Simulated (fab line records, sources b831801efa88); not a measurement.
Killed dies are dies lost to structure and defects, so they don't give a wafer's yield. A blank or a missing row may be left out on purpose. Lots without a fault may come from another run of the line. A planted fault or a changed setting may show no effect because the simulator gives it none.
Chamber matching | flow gf180mcu | GF_V1_CMP_26 on cmp-01: 4 sister chambers
The step polishes, stops on SiO2, t overpolish 15 s, target thk 0 nm. 36 wafers are shown with their chamber, then 12 later ones without.

WAFERS WITH THEIR CHAMBER
wafer  | chamber | motor_current_A (A) | time_to_endpoint_s (s) | overpolish_run_s (s)
L075.2 | 0       | 10.0                | 90                     | 15.002
L075.4 | 2       | 11.9                | 87                     | 15.013
L075.6 | 2       | 11.9                | 90                     | 15.008
L076.3 | 2       | 11.8                | 90                     | 15.002
L076.5 | 1       | 10.3                | 82                     | 14.995
L076.6 | 2       | 11.7                | 87                     | 14.997
L078.1 | 2       | 11.6                | 81                     | 14.999
L078.2 | 1       | 10.3                | 86                     | 15.000
L078.5 | 2       | 11.7                | 79                     | 14.997
L080.1 | 1       | 11.0                | 86                     | 14.998
L080.2 | 0       | 10.2                | 87                     | 14.992
L080.3 | 2       | 11.6                | 83                     | 14.984
L083.2 | 3       | 10.5                | 91                     | 14.994
L083.3 | 0       | 9.8                 | 89                     | 15.016
L083.6 | 2       | 11.5                | 86                     | 15.003
L084.2 | 1       | 10.7                | 86                     | 15.009
L084.3 | 2       | 11.7                | 89                     | 15.013
L084.6 | 0       | 10.2                | 86                     | 14.999
L085.3 | 1       | 10.6                | 92                     | 15.007
L085.5 | 2       | 11.8                | 88                     | 15.007
L085.6 | 1       | 10.5                | 87                     | 15.000
L087.1 | 0       | 10.0                | 83                     | 14.990
L087.3 | 3       | 10.7                | 90                     | 15.006
L087.5 | 2       | 11.8                | 84                     | 14.988
L089.1 | 3       | 10.5                | 92                     | 15.002
L089.4 | 1       | 10.9                | 87                     | 15.005
L089.5 | 0       | 10.3                | 88                     | 14.979
L090.1 | 3       | 10.5                | 90                     | 14.996
L090.2 | 2       | 12.1                | 85                     | 15.005
L090.6 | 2       | 11.5                | 85                     | 14.988
L091.4 | 0       | 10.1                | 84                     | 14.997
L091.5 | 2       | 12.1                | 83                     | 15.003
L091.6 | 3       | 10.9                | 90                     | 14.987
L092.1 | 3       | 10.7                | 86                     | 15.002
L092.3 | 2       | 11.9                | 81                     | 14.994
L092.6 | 3       | 10.7                | 92                     | 15.001

SIGNATURES (means of the wafers above)
reading            | chamber 0 | chamber 1 | chamber 2 | chamber 3 | scatter within a chamber
motor_current_A    | 10.086    | 10.614    | 11.773    | 10.643    | 0.197
time_to_endpoint_s | 86.71     | 86.57     | 85.20     | 90.14     | 2.94
overpolish_run_s   | 14.99643  | 15.00200  | 15.00007  | 14.99829  | 0.00845
Rule: a wafer's distance from a chamber is the root of the sum, over the readings, of the square of ((its reading less the chamber's mean) divided by the reading's scatter). The wafer belongs to the nearest chamber; if the next one is less than 2 further off, it can't be placed. The scatter: the root of (the sum of the squares of (reading less its chamber's mean) over the shown wafers, divided by (wafers less chambers)).

WAFERS WITHOUT THEIR CHAMBER
wafer  | motor_current_A (A) | time_to_endpoint_s (s) | overpolish_run_s (s)
L093.3 | 11.1                | 92                     | 15.005
L093.4 | 9.8                 | 89                     | 14.999
L093.5 | 10.4                | 94                     | 15.006
L094.2 | 10.1                | 91                     | 14.996
L094.4 | 10.6                | 93                     | 14.995
L094.5 | 10.3                | 86                     | 14.995
L095.2 | 10.1                | 89                     | 15.005
L095.5 | 10.7                | 95                     | 15.005
L095.6 | 11.3                | 85                     | 14.990
L096.1 | 10.8                | 94                     | 14.991
L096.3 | 11.7                | 83                     | 14.996
L096.4 | 9.7                 | 87                     | 15.005

WHICH CHAMBER EACH WENT THROUGH
wafer  | from the rows above          | in truth
L093.3 | can't be placed: 3 or 1 or 2 | 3
L093.4 | 0                            | 0
L093.5 | can't be placed: 3 or 1 or 0 | 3
L094.2 | can't be placed: 0 or 3 or 1 | 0
L094.4 | can't be placed: 3 or 1      | 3
L094.5 | can't be placed: 0 or 1 or 3 | 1
L095.2 | can't be placed: 0 or 1 or 3 | 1
L095.5 | can't be placed: 3 or 1      | 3
L095.6 | can't be placed: 2 or 1 or 3 | 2
L096.1 | can't be placed: 3 or 1      | 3
L096.3 | 2                            | 2
L096.4 | 0                            | 0
Placed correctly: 3 of 12. Can't be placed from these rows: 9 (the true chamber is among the candidates in 9). Placed wrongly: 0.
